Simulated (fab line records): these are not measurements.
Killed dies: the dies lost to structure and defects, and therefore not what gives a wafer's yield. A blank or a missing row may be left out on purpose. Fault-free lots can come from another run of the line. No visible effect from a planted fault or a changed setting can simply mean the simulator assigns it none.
fab line records	flow sky130
[record] lots = 6	wafers = 18	lastDay = 49
route steps=708 shown METAL4@623 PAD_OPEN@708
lots untouched by any fault: they come from a run of this same line in which no faults occurred
startH: the number of hours between the record's first day and the start of the first shown wafer of the lot	waitH: hours elapsed since this lot's preceding step	" the same as in the row above	L1.1+2: a single row standing in for several wafers	- no value, or no start given	* or withheld: withheld	< > ~ a bound
route shown NAME@n: NAME is a module with steps in the file, n the number in the route of the first one	usual: mean/standard deviation taken from wafers without a fault	same: alike in all rows	chamber/n: place in a boat	sites: per-site readings	_std_site: the values' standard deviation	_edge_site: inner sites' mean taken away from outer sites' mean	radiusMm: how far each site lies from the wafer's centre	mask NAME#n: copy n	behind: the last tool/chamber to shape the wafer	hold: why the lot was held/for how many hours/how that ended	device: which transistor (n, p or np) failed to switch	end of line: the route-end tests of the same wafers	a step without rows: its recipe alone	killed: count of dies lost to structure and defects at first sort (not the wafer's yield)	map: per-die view of a wafer (x killed, . not killed, _ where there is no die)
set.NAME: setting as actually run; set.NAME@STEP: the setting as run at that earlier step	model.NAME: the simulator's own value behind a step, which no gauge read
lots at selected steps of the route; one table per step, one row per wafer
services: from which hour (startH, from the record's first day; less than 0 if before it) a tool's chamber was out of use, for how many hours, and why
[[steps]]
[step SKY_METAL4_COAT_07]
[recipe] resist = BARC	tempC = withheld	timeS = withheld	spinRpm = 3000	resistThkNm = 60
[step SKY_METAL4_COAT_08]
[recipe] resist = KrF-thick	spinRpm = 3000	resistThkNm = 1140
[step SKY_METAL4_SOFTBAKE_09]
[recipe] tempC = 100	timeS = 90	resist = KrF-thick
[step SKY_METAL4_EXPOSE_10]
[recipe] maskId = MM4	na = 0.68	sourceShape = annular	sigmaInner = 0.4	sigmaOuter = 0.8	targetCdNm = 300	doseMj = 28
[step SKY_METAL4_PEB_11]
[recipe] pebTempC = withheld	pebTimeS = withheld	resist = KrF-thick
[step SKY_METAL4_DEVELOP_12]
[recipe] developTimeS = 60	resist = KrF-thick	devTempC = 21
[step SKY_METAL4_CD_MEAS_13]
[recipe] targetCdNm = 300
[usual] cdNm = 300.0/1.3
lot.wafer	tool	chamber	startH	waitH	cdNm
L836.1	cdSem-01	-	1041.06	-	298.5
L836.3	"	-	"	"	298.0
L836.6	"	-	"	"	299.9
L838.2	cdSem-01	-	1043.50	-	302.0
L838.3	"	-	"	"	300.7
L838.4	"	-	"	"	302.0
L837.1	cdSem-01	-	1046.47	-	302.1
L837.2	"	-	"	"	302.5
L837.4	"	-	"	"	301.7
L841.1	cdSem-02	-	1065.20	-	298.4
L841.5	"	-	"	"	300.6
L841.6	"	-	"	"	299.4
L848.1	cdSem-02	-	1101.96	-	301.0
L848.2	"	-	"	"	300.6
L848.4	"	-	"	"	300.2
L850.2	cdSem-02	-	1103.99	-	300.8
L850.4	"	-	"	"	299.7
L850.6	"	-	"	"	299.6
[step SKY_METAL4_OVL_MEAS_14]
[usual] METAL4_OVL = 1/5.3
lot.wafer	tool	chamber	startH	waitH	METAL4_OVL[nm]
L836.1	overlay-01	-	1041.18	0.1	0
L836.3	"	-	"	"	-3
L836.6	"	-	"	"	-2
L838.2	overlay-01	-	1043.61	0.1	5
L838.3	"	-	"	"	-2
L838.4	"	-	"	"	-5
L837.1	overlay-01	-	1046.59	0.1	0
L837.2	"	-	"	"	3
L837.4	"	-	"	"	7
L841.1	overlay-02	-	1065.32	0.1	-4
L841.5	"	-	"	"	-1
L841.6	"	-	"	"	0
L848.1	overlay-02	-	1102.08	0.1	-7
L848.2	"	-	"	"	3
L848.4	"	-	"	"	6
L850.2	overlay-01	-	1104.10	0.1	1
L850.4	"	-	"	"	6
L850.6	"	-	"	"	-1
[step SKY_METAL4_DESCUM_15]
[recipe] chemistry = O2	sourcePowerW = 150	biasPowerW = 0	pressureMtorr = 10	tempC = 40	timeS = 8
[usual] drypumpMotorCurrentA = 5.55/0.16	oesProductAu = 0.999/0.0084
lot.wafer	tool	chamber	startH	waitH	drypumpMotorCurrentA	oesProductAu	rfHoursCounterH
L836.1	rieMetal-03	1	1041.22	0.0	5.68	0.994	13
L836.3	"	1	"	"	5.67	0.988	-
L836.6	"	1	"	"	5.71	0.991	-
L838.2	rieMetal-01	0	1043.64	0.0	5.76	1.000	19
L838.3	"	1	"	"	5.50	0.999	-
L838.4	"	0	"	"	5.78	0.998	-
L837.1	rieMetal-03	0	1046.63	0.0	5.57	1.011	23
L837.2	"	1	"	"	5.63	0.989	14
L837.4	"	1	"	"	5.66	0.997	-
L841.1	rieMetal-03	1	1065.36	0.0	5.66	0.990	16
L841.5	"	1	"	"	5.67	0.992	-
L841.6	"	1	"	"	5.65	1.001	-
L848.1	rieMetal-03	0	1102.12	0.0	5.61	1.006	2
L848.2	"	1	"	"	5.68	1.003	19
L848.4	"	1	"	"	5.64	0.991	-
L850.2	rieMetal-04	0	1104.14	0.0	5.30	0.995	-
L850.4	"	0	"	"	5.27	0.995	-
L850.6	"	0	"	"	5.28	0.994	-
[step SKY_METAL4_ETCH_16]
[recipe] chemistry = N2/H2	target = BARC	ionEnergyEv = 200	biasW = 100	pressureMtorr = 30	n2FlowSccm = 100	h2FlowSccm = 200	icpW = 500	stopOn = SiO2	timeS = 88.2	targetDepthA = 600
[usual] drypumpMotorCurrentA = 5.56/0.16	oesProductAu = 0.625/0.0047	throttleValvePct = 13.205/0.0091
lot.wafer	tool	chamber	startH	waitH	drypumpMotorCurrentA	oesProductAu	rfHoursCounterH	throttleValvePct
L836.1	rieMetal-03	1	1041.28	0.1	5.62	0.621	13	13.190
L836.3	"	1	"	"	5.62	0.625	-	13.197
L836.6	"	1	"	"	5.65	0.631	-	13.210
L838.2	rieMetal-01	0	1043.67	0.0	5.76	0.626	19	13.206
L838.3	"	1	"	"	5.49	0.632	-	13.205
L838.4	"	0	"	"	5.76	0.626	-	13.206
L837.1	rieMetal-03	0	1046.66	0.0	5.62	0.631	23	13.212
L837.2	"	1	"	"	5.68	0.625	14	13.208
L837.4	"	1	"	"	5.66	0.625	-	13.194
L841.1	rieMetal-03	1	1065.42	0.1	5.67	0.614	16	13.195
L841.5	"	1	"	"	5.63	0.617	-	13.192
L841.6	"	1	"	"	5.65	0.633	-	13.195
L848.1	rieMetal-03	0	1102.15	0.0	5.66	0.627	2	13.209
L848.2	"	1	"	"	5.67	0.629	19	13.227
L848.4	"	1	"	"	5.70	0.626	-	13.200
L850.2	rieMetal-04	0	1104.23	0.1	5.29	0.622	-	13.216
L850.4	"	0	"	"	5.29	0.620	-	13.194
L850.6	"	0	"	"	5.27	0.622	-	13.183
[step SKY_METAL4_ETCH_17]
[recipe] target = SiO2	stopOn = TiN	chemistry = C4F8/O2/Ar	sourceW = 1500	biasW = 1200	pressureMtorr = 40	c4f8FlowSccm = withheld	O2_flow_sccm = 6	Ar_flow_sccm = 300	timeS = 3.9	targetDepthA = 150
[usual] oesProductAu = 0.755/0.0075
lot.wafer	tool	chamber	startH	waitH	oesProductAu
L836.1	rieDiel-03	0	1041.48	0.2	0.753
L836.3	"	2	"	"	0.759
L836.6	"	1	"	"	0.762
L838.2	rieDiel-04	3	1043.77	0.1	0.744
L838.3	"	2	"	"	0.745
L838.4	"	1	"	"	0.752
L837.1	rieDiel-01	1	1046.76	0.1	0.755
L837.2	"	0	"	"	0.748
L837.4	"	2	"	"	0.765
L841.1	rieDiel-01	0	1065.62	0.2	0.742
L841.5	"	1	"	"	0.754
L841.6	"	2	"	"	0.749
L848.1	rieDiel-01	2	1102.25	0.1	0.764
L848.2	"	0	"	"	0.748
L848.4	"	1	"	"	0.753
L850.2	rieDiel-04	0	1104.39	0.1	0.754
L850.4	"	2	"	"	0.759
L850.6	"	0	"	"	0.756
[step SKY_METAL4_METAL_ETCH_18]
[recipe] targetDepthA = 8450	stopOn = SiO2	overEtchFrac = 0.3	timeS = 183.1	chemistry = Cl2/BCl3	resistSidewallDeg = 88	pressureMtorr = 10	icpW = 887.7	biasW = 48.5	Cl2_flow_sccm = 60	bcl3FlowSccm = 30
[usual] drypumpMotorCurrentA = 5.55/0.18	oesProductAu = 0.864/0.0061	throttleValvePct = 22.266/0.0094
lot.wafer	tool	chamber	startH	waitH	drypumpMotorCurrentA	oesProductAu	rfHoursCounterH	throttleValvePct
L836.1	rieMetal-01	1	1041.50	0.0	5.50	0.866	12	22.271
L836.3	"	0	"	"	5.76	0.863	-	22.260
L836.6	"	0	"	"	5.75	0.861	-	22.257
L838.2	rieMetal-03	0	1043.79	0.0	5.62	0.864	22	22.269
L838.3	"	0	"	"	5.62	0.868	-	22.279
L838.4	"	1	"	"	5.69	0.853	-	22.262
L837.1	rieMetal-04	1	1046.78	0.0	5.55	0.857	2	22.263
L837.2	"	0	"	"	5.29	0.855	18	22.262
L837.4	"	1	"	"	5.61	0.872	-	22.244
L841.1	rieMetal-04	0	1065.64	0.0	5.29	0.861	20	22.266
L841.5	"	1	"	"	5.63	0.861	-	22.280
L841.6	"	0	"	"	5.28	0.877	-	22.264
L848.1	rieMetal-04	0	1102.27	0.0	5.28	0.867	22	22.261
L848.2	"	0	"	"	5.28	0.864	-	22.276
L848.4	"	0	"	"	5.28	0.859	-	22.275
L850.2	rieMetal-04	0	1104.47	0.1	5.28	0.872	-	22.273
L850.4	"	0	"	"	5.28	0.862	-	22.265
L850.6	"	0	"	"	5.26	0.873	-	22.269
[step SKY_METAL4_STRIP_19]
[recipe] chemistry = O2/N2	powerW = 1400	pressureMtorr = 1500	platenTempC = withheld	o2FlowSccm = 3000	n2FlowSccm = 300	overashFraction = 0.5
[usual] drypumpMotorCurrentA = 5.9/0.36	oesProductAu = 0.505/0.0052	overashFraction = 0.5/0	stripTimeToEndpointS = 6.62/0.069
lot.wafer	tool	chamber	startH	waitH	drypumpMotorCurrentA	oesProductAu	overashFraction	rfHoursCounterH	stripTimeToEndpointS
L836.1	plasmaAsher-03	0	1041.67	0.1	6.5	0.508	0.5	123	6.60
L836.3	"	1	"	"	6.0	0.508	0.5	-	6.68
L836.6	"	1	"	"	6.1	0.502	0.5	-	6.68
L838.2	plasmaAsher-03	1	1043.96	0.1	6.0	0.501	0.5	123	6.60
L838.3	"	0	"	"	6.5	0.506	0.5	-	6.59
L838.4	"	1	"	"	6.0	0.519	0.5	-	6.81
L837.1	plasmaAsher-03	0	1046.96	0.1	6.5	0.509	0.7	124	6.53
L837.2	"	1	"	"	6.1	0.512	0.5	124	6.59
L837.4	"	1	"	"	6.1	0.503	0.5	-	6.61
L841.1	plasmaAsher-03	0	1065.81	0.1	6.5	0.502	0.7	0	6.45
L841.5	"	1	"	"	6.1	0.505	0.5	-	6.47
L841.6	"	0	"	"	6.5	0.493	0.7	-	6.43
L848.1	plasmaAsher-01	1	1102.62	0.3	6.2	0.504	0.5	95	6.59
L848.2	"	0	"	"	5.5	0.509	0.5	95	6.58
L848.4	"	1	"	"	6.2	0.510	0.5	-	6.59
L850.2	plasmaAsher-01	1	1104.76	0.2	6.2	0.511	0.5	96	6.60
L850.4	"	1	"	"	6.2	0.506	0.5	-	6.62
L850.6	"	0	"	"	5.5	0.498	0.5	-	6.55
[step SKY_METAL4_STRIP_20]
[recipe] chemistry = postEtchResidueRemover	timeS = 1200	tempC = 72.5
[step SKY_PAD_OPEN_PROBE_99]
[usual] defectLimitedYield = 82.2/1.9	killed_at_M0_to_M3 = 44/6.8	killed_at_M4_up = 3.1/1.8	killedAtContacts = 25/5.2	killedAtFrontEnd = 15/4.1	killedAtOther = 0.3/0.62	killedDies = 88/9.4	killedOpen = 48/7.1	killedShort = 40/6.1	sort_bin_3_pad_short = 0.9/0.38	sort_bin_5_function = 10.5/1.5	sort_bin_6_memory = 6.5/1.2	sort_bin_8_speed = 0.5/0.95	sortNPass = 402/10	sortYieldPct = 81.6/2
[same] grossDies = 492	killedAtBackSide = 0	sort_bin_4_leakage[%] = 0
lot.wafer	tool	chamber	startH	waitH	defectLimitedYield[%]	killed_at_M0_to_M3	killed_at_M4_up	killedAtContacts	killedAtFrontEnd	killedAtOther	killedDies	killedOpen	killedShort	sort_bin_3_pad_short[%]	sort_bin_5_function[%]	sort_bin_6_memory[%]	sort_bin_8_speed[%]	sortNPass	sortYieldPct[%]
L836.1	prober-02	-	1130.83	0.1	83.5	47	3	23	8	0	81	45	36	0.8	9.1	6.5	1.8	402	81.7
L836.3	prober-02	-	1130.93	0.2	81.7	49	1	27	13	0	90	58	32	0.6	11.0	6.7	0	402	81.7
L836.6	prober-02	-	1131.08	0.2	80.9	46	2	33	10	3	94	50	44	1.2	12.2	5.7	0.4	396	80.5
L838.2	prober-01	-	1132.38	0.1	78.9	66	3	17	17	1	104	59	45	1.4	10.6	9.1	0.2	387	78.7
L838.3	prober-01	-	1132.43	0.2	80.1	49	6	20	23	0	98	49	49	0.8	11.6	7.5	0.2	393	79.9
L838.4	prober-01	-	1132.48	0.2	81.7	43	5	21	21	0	90	48	42	0.8	11.4	6.1	0.6	399	81.1
L837.1	prober-02	-	1134.24	0.1	80.3	46	3	33	15	0	97	56	41	1.0	13.4	5.3	0.2	394	80.1
L837.2	prober-02	-	1134.29	0.1	82.1	43	1	33	11	0	88	51	37	0.8	10.6	6.5	0.4	402	81.7
L837.4	prober-02	-	1134.39	0.2	76.4	59	1	37	19	0	116	66	50	1.2	14.4	7.9	0	376	76.4
L841.1	prober-01	-	1153.13	0.1	81.5	38	7	32	14	0	91	47	44	1.0	11.0	6.5	0.2	400	81.3
L841.5	prober-01	-	1153.33	0.2	83.5	43	3	17	18	0	81	52	29	0.6	8.1	7.7	0.4	409	83.1
L841.6	prober-01	-	1153.38	0.2	80.9	48	6	25	15	0	94	46	48	1.2	12.0	5.9	0.2	397	80.7
L848.1	prober-02	-	1183.33	0.1	81.9	52	3	19	14	1	89	38	51	0.4	10.8	6.9	0.4	401	81.5
L848.2	prober-02	-	1183.38	0.1	81.7	41	4	33	11	1	90	50	40	1.0	11.2	6.1	0.4	400	81.3
L848.4	prober-02	-	1183.48	0.2	83.9	43	3	20	13	0	79	44	35	0.6	10.8	4.7	0.2	412	83.7
// killed by level:class
L836.1 VIA1:geometricParticle:open=16 LI_CONTACT:geometricParticle:open=7 CONTACT:geometricParticle:open=7 METAL2:geometricParticle:short=7 VIA2:geometricParticle:open=7 VIA1:geometricParticle:short=5 CONTACT:geometricParticle:short=4 VIA3:geometricParticle:open=4
L836.3 VIA1:geometricParticle:open=15 CONTACT:geometricParticle:open=13 VIA2:geometricParticle:open=12 VIA1:geometricParticle:short=7 CONTACT:geometricParticle:short=6 LI_CONTACT:geometricParticle:open=5 FIELD_ISO:geometricParticle:open=4 METAL1:geometricParticle:short=4
L836.6 CONTACT:geometricParticle:open=10 VIA1:geometricParticle:open=10 VIA2:geometricParticle:open=9 CONTACT:geometricParticle:short=9 METAL2:geometricParticle:short=7 LI_CONTACT:geometricParticle:open=6 METAL1:geometricParticle:short=5 VIA1:geometricParticle:short=5
L838.2 VIA1:geometricParticle:open=17 METAL1:geometricParticle:short=10 VIA3:geometricParticle:open=9 VIA2:geometricParticle:open=7 CONTACT:geometricParticle:open=6 POLY_GATE:geometricParticle:short=4 METAL2:geometricParticle:open=4 CONTACT:geometricParticle:short=4
L838.3 VIA1:geometricParticle:open=11 FIELD_ISO:geometricParticle:short=9 VIA3:geometricParticle:open=8 CONTACT:geometricParticle:open=7 METAL1:geometricParticle:short=7 VIA2:geometricParticle:open=6 VIA2:geometricParticle:short=6 FIELD_ISO:geometricParticle:open=5
L838.4 VIA1:geometricParticle:open=12 CONTACT:geometricParticle:open=8 VIA1:geometricParticle:short=6 VIA2:geometricParticle:open=6 POLY_GATE:geometricParticle:short=5 FIELD_ISO:geometricParticle:open=4 LI_CONTACT:geometricParticle:open=4 LOCAL_INTERCONNECT:geometricParticle:short=4
L837.1 CONTACT:geometricParticle:open=13 VIA1:geometricParticle:open=11 VIA2:geometricParticle:open=10 LI_CONTACT:geometricParticle:open=8 METAL2:geometricParticle:short=6 POLY_GATE:geometricParticle:open=5 VIA3:geometricParticle:open=5 FIELD_ISO:geometricParticle:short=4
L837.2 CONTACT:geometricParticle:open=14 VIA2:geometricParticle:open=9 LOCAL_INTERCONNECT:geometricParticle:short=7 VIA1:geometricParticle:open=7 VIA3:geometricParticle:open=6 CONTACT:geometricParticle:short=6 METAL1:geometricParticle:short=5 LI_CONTACT:geometricParticle:open=5
L837.4 CONTACT:geometricParticle:open=18 VIA1:geometricParticle:open=12 LI_CONTACT:geometricParticle:open=9 VIA3:geometricParticle:open=9 POLY_GATE:geometricParticle:short=7 VIA3:geometricParticle:short=7 VIA2:geometricParticle:open=6 METAL1:geometricParticle:short=6
L841.1 CONTACT:geometricParticle:open=10 VIA1:geometricParticle:open=9 CONTACT:geometricParticle:short=9 LI_CONTACT:geometricParticle:open=6 LOCAL_INTERCONNECT:geometricParticle:short=6 VIA3:geometricParticle:open=5 VIA2:geometricParticle:open=5 METAL2:geometricParticle:short=5
L841.5 VIA3:geometricParticle:open=14 VIA1:geometricParticle:open=8 VIA2:geometricParticle:open=8 VIA1:geometricParticle:short=7 POLY_GATE:geometricParticle:short=6 CONTACT:geometricParticle:open=6 LI_CONTACT:geometricParticle:open=6 FIELD_ISO:geometricParticle:open=5
L841.6 CONTACT:geometricParticle:open=10 METAL1:geometricParticle:short=8 VIA1:geometricParticle:open=7 METAL2:geometricParticle:short=7 VIA2:geometricParticle:open=7 LI_CONTACT:geometricParticle:open=6 CONTACT:geometricParticle:short=6 VIA1:geometricParticle:short=6
L848.1 VIA2:geometricParticle:short=10 VIA2:geometricParticle:open=10 METAL1:geometricParticle:short=7 VIA1:geometricParticle:open=7 VIA3:geometricParticle:open=6 LOCAL_INTERCONNECT:geometricParticle:short=5 CONTACT:geometricParticle:short=5 POLY_GATE:geometricParticle:short=4
L848.2 VIA1:geometricParticle:open=13 CONTACT:geometricParticle:open=8 LI_CONTACT:geometricParticle:open=8 VIA1:geometricParticle:short=7 LOCAL_INTERCONNECT:geometricParticle:short=6 VIA2:geometricParticle:open=6 CONTACT:geometricParticle:short=5 LI_CONTACT:geometricParticle:short=4
L848.4 VIA1:geometricParticle:open=11 LOCAL_INTERCONNECT:geometricParticle:short=7 LI_CONTACT:geometricParticle:open=6 METAL2:geometricParticle:short=6 VIA2:geometricParticle:open=6 VIA3:geometricParticle:open=5 CONTACT:geometricParticle:open=4 FIELD_ISO:geometricParticle:open=3
[[services]]
tool	chamber	startH	hours	kind
rieMetal-03	0	1039.34	3.6	repair
plasmaAsher-03	-	1055.31	9.0	pm
plasmaAsher-03	0	1055.31	9.0	ventCycle
plasmaAsher-03	1	1055.31	9.0	ventCycle
rieDiel-03	-	1056.03	1.4	repair
rieMetal-03	0	1060.37	-	clean
rieMetal-03	0	1060.37	15.8	scheduledDown
rieMetal-03	0	1060.37	15.8	ventCycle
plasmaAsher-03	0	1064.31	-	clean
plasmaAsher-03	1	1064.31	-	clean
rieDiel-04	-	1065.97	0.8	repair
plasmaAsher-01	-	1094.15	0.7	repair
rieMetal-04	1	1099.79	15.4	repair
[[key]]
[firstSign] step = SKY_METAL4_STRIP_19	reading = overashFraction	direction = up	sigmas = 99+	usual = 0.5	struck = 0.7
effect none on later readings
metAt SKY_METAL4_STRIP_19
struckWafers L837.1,L841.1,L841.6
onsetBetween 1043.96 1046.96
[fault] kind = processParameterDrift	tool = plasmaAsher-03	chamber = 0	onsetH = 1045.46	steps = SKY_METAL4_STRIP_19	channel = overashFraction	offset = 0.2	shape = step	endH = 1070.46	actsIn = theseRecipesOnly	stated = 0.5
